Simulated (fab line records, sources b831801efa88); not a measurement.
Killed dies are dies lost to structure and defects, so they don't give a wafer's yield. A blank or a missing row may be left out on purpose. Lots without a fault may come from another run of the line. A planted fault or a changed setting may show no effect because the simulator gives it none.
Which tool did it? | flow sky130 | 14 lots, 41 wafers sampled, at 4 steps of a route of 708

WHAT THE GAUGES READ, wafer by wafer
SKY_NWELL_RS_MEAS_31: measures by four-point-probe.
lot  | measured     | on            | PWDE_RS (ohm/sq)
L264 | day 5 05:19  | film_metro-01 | 5297 5289 5282
L265 | day 5 17:29  | film_metro-01 | 5277 5259 5274
L266 | day 5 22:31  | film_metro-03 | 5282 5274 5266
L267 | day 6 05:10  | film_metro-01 | 5259 5287 5273
L269 | day 6 16:10  | film_metro-03 | 5281 5268 5290
L270 | day 6 23:37  | film_metro-01 | 5287 5294 5278
L271 | day 7 00:18  | film_metro-03 | 5296 5287 5287
L272 | day 7 08:04  | film_metro-03 | 5290 5287 5300
L278 | day 9 00:07  | film_metro-03 | 5286 5268
L280 | day 9 14:31  | film_metro-03 | 5257 5272 5268
L281 | day 9 18:02  | film_metro-02 | 5301 5315 5322
L285 | day 10 13:53 | film_metro-01 | 5275 5261 5268
L286 | day 10 21:35 | film_metro-02 | 5304 5305 5291
L287 | day 11 02:58 | film_metro-01 | 5283 5286 5290

SKY_METAL1_OVL_MEAS_16.
lot  | measured     | on         | METAL1_OVL (nm)
L264 | day 32 10:29 | overlay-01 | 5 3 7
L265 | day 33 03:36 | overlay-02 | 1 8 -3
L266 | day 33 13:55 | overlay-02 | 1 4 -4
L267 | day 33 20:58 | overlay-01 | -1 9 5
L269 | day 34 14:26 | overlay-01 | 0 0 6
L270 | day 34 21:52 | overlay-01 | -1 -6 1
L271 | day 35 13:26 | overlay-01 | 2 3 -8
L272 | day 35 13:11 | overlay-02 | 6 5 6
L278 | day 37 12:04 | overlay-02 | -7 -5
L280 | day 38 06:19 | overlay-01 | 1 0 0
L281 | day 38 07:47 | overlay-01 | 11 -2 2
L285 | day 39 06:16 | overlay-01 | -3 1 -3
L286 | day 39 14:41 | overlay-01 | 3 2 -2
L287 | day 39 21:22 | overlay-01 | 2 -2 -3

WHICH TOOL RAN EACH LOT (tool, then ch and the chambers of the sampled wafers, then the start)
lot  | SKY_LI_CONTACT_CMP_02         | SKY_CONTACT_CMP_27
L264 | cmp-02 ch 0,1,2, day 27 12:55 | cmp-02 ch 0,3, day 31 06:11
L265 | cmp-02 ch 1,2, day 28 05:46   | cmp-02 ch 0,2,3, day 31 23:47
L266 | cmp-02 ch 0,2,3, day 28 18:33 | cmp-01 ch 0,1,3, day 32 10:07
L267 | cmp-01 ch 1,2, day 29 02:10   | cmp-01 ch 2,3, day 32 17:42
L269 | cmp-01 ch 0,2,3, day 29 20:13 | cmp-02 ch 0,1,2, day 33 11:28
L270 | cmp-02 ch 0,1,3, day 30 04:18 | cmp-02 ch 0,1,2, day 33 18:46
L271 | cmp-02 ch 1,2, day 30 21:38   | cmp-02 ch 0,3, day 34 10:33
L272 | cmp-02 ch 0,1,3, day 30 20:05 | cmp-01 ch 0,2,3, day 34 09:55
L278 | cmp-02 ch 1,2, day 32 21:35   | cmp-01 ch 2,3, day 36 09:36
L280 | cmp-02 ch 0,3, day 33 17:11   | cmp-01 ch 0,1,3, day 37 04:25
L281 | cmp-01 ch 0,1,2, day 33 18:43 | cmp-01 ch 0,2,3, day 37 05:43
L285 | cmp-01 ch 2,3, day 34 17:18   | cmp-01 ch 2,3, day 38 04:01
L286 | cmp-01 ch 0,1, day 35 02:49   | cmp-02 ch 0,3, day 38 13:15
L287 | cmp-01 ch 0,1,2, day 35 09:56 | cmp-01 ch 0,1,2, day 38 20:11
- SKY_LI_CONTACT_CMP_02: polishes PSG.
- SKY_CONTACT_CMP_27: polishes, stops on SiO2, t overpolish 15 s, target thk 0 nm.

WHAT THE TOOLS THEMSELVES READ (means of the sampled wafers that have a number; where no wafer has one, the mark that the record gives instead)
SKY_LI_CONTACT_CMP_02.
lot  | tool   | motor_current_A (A) | time_to_endpoint_s (s)
L264 | cmp-02 | 12.3                | 32.2
L265 | cmp-02 | 12.1                | 33.0
L266 | cmp-02 | 12.2                | 34.1
L267 | cmp-01 | 12.2                | 30.5
L269 | cmp-01 | 11.0                | 31.2
L270 | cmp-02 | 12.4                | 32.4
L271 | cmp-02 | 12.9                | 31.0
L272 | cmp-02 | 13.1                | 32.7
L278 | cmp-02 | 11.8                | 19.1
L280 | cmp-02 | 12.4                | 17.6
L281 | cmp-01 | 12.2                | 28.6
L285 | cmp-01 | 11.4                | 31.3
L286 | cmp-01 | 12.6                | 29.3
L287 | cmp-01 | 11.6                | 33.1

SKY_CONTACT_CMP_27.
lot  | tool   | motor_current_A (A) | overpolish_run_s (s) | time_to_endpoint_s (s)
L264 | cmp-02 | 11.0                | 14.998               | 81
L265 | cmp-02 | 11.2                | 15.001               | 78
L266 | cmp-01 | 11.2                | 15.002               | 80
L267 | cmp-01 | 10.1                | 14.994               | 80
L269 | cmp-02 | 11.7                | 14.996               | 79
L270 | cmp-02 | 11.2                | 15.000               | 85
L271 | cmp-02 | 11.3                | 15.000               | 84
L272 | cmp-01 | 10.7                | 14.999               | 80
L278 | cmp-01 | 10.2                | 15.000               | 78
L280 | cmp-01 | 11.3                | 14.994               | 80
L281 | cmp-01 | 10.1                | 14.995               | 79
L285 | cmp-01 | 10.7                | 14.994               | 80
L286 | cmp-02 | 11.4                | 15.014               | 83
L287 | cmp-01 | 11.0                | 15.002               | 84

THE ANSWER, worked out from the rows above alone
Rule: what is usual is taken from the lots themselves. Put in order of their means at a reading, lots are off if they are a third of the lots or fewer, leave a main group of 4 or more, and stand apart from it by a gap of 3 or more times the standard deviation of the main group's means; of several such gaps the widest counts. A main group whose means are all the same, to the digits that the tables above print for the reading, isn't used. A lot without any number at a reading at which 4 lots or more have one is off too. The other lots that the step has rows for count as sound. The gauges are gone through in route order, then the tools' own readings, and for those a lot's mean is taken as printed above. The first step at which some lot is off is used, and at that step the reading that is off furthest; a lot without a number counts as furthest.
Off: L278, L280, at SKY_LI_CONTACT_CMP_02 (time_to_endpoint_s). The main group: mean 31.6 s, standard deviation 1.5.
A tool fits if, at that step or a process step before it, it ran every lot that is off, and no sound lot after the first of them. One fits: cmp-02 at SKY_LI_CONTACT_CMP_02. Its last sound lot is L271 (day 30 21:38), its first lot that is off L278 (day 32 21:35): a fault that began between those two fits.
The tool's own readings at SKY_LI_CONTACT_CMP_02 bear it out: on the lots that are off they differ by more than 5 times the standard deviation of the sound lots' means. time_to_endpoint_s reads 18.4 s there against 31.6 s on the sound lots.

WHAT THE SIMULATOR HAD PUT IN
Process parameter drift: cmp-02, from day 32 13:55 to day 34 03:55, at SKY_LI_CONTACT_CMP_02. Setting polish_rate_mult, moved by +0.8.
Lots struck among those shown: L278, L280. The rule above found the same.
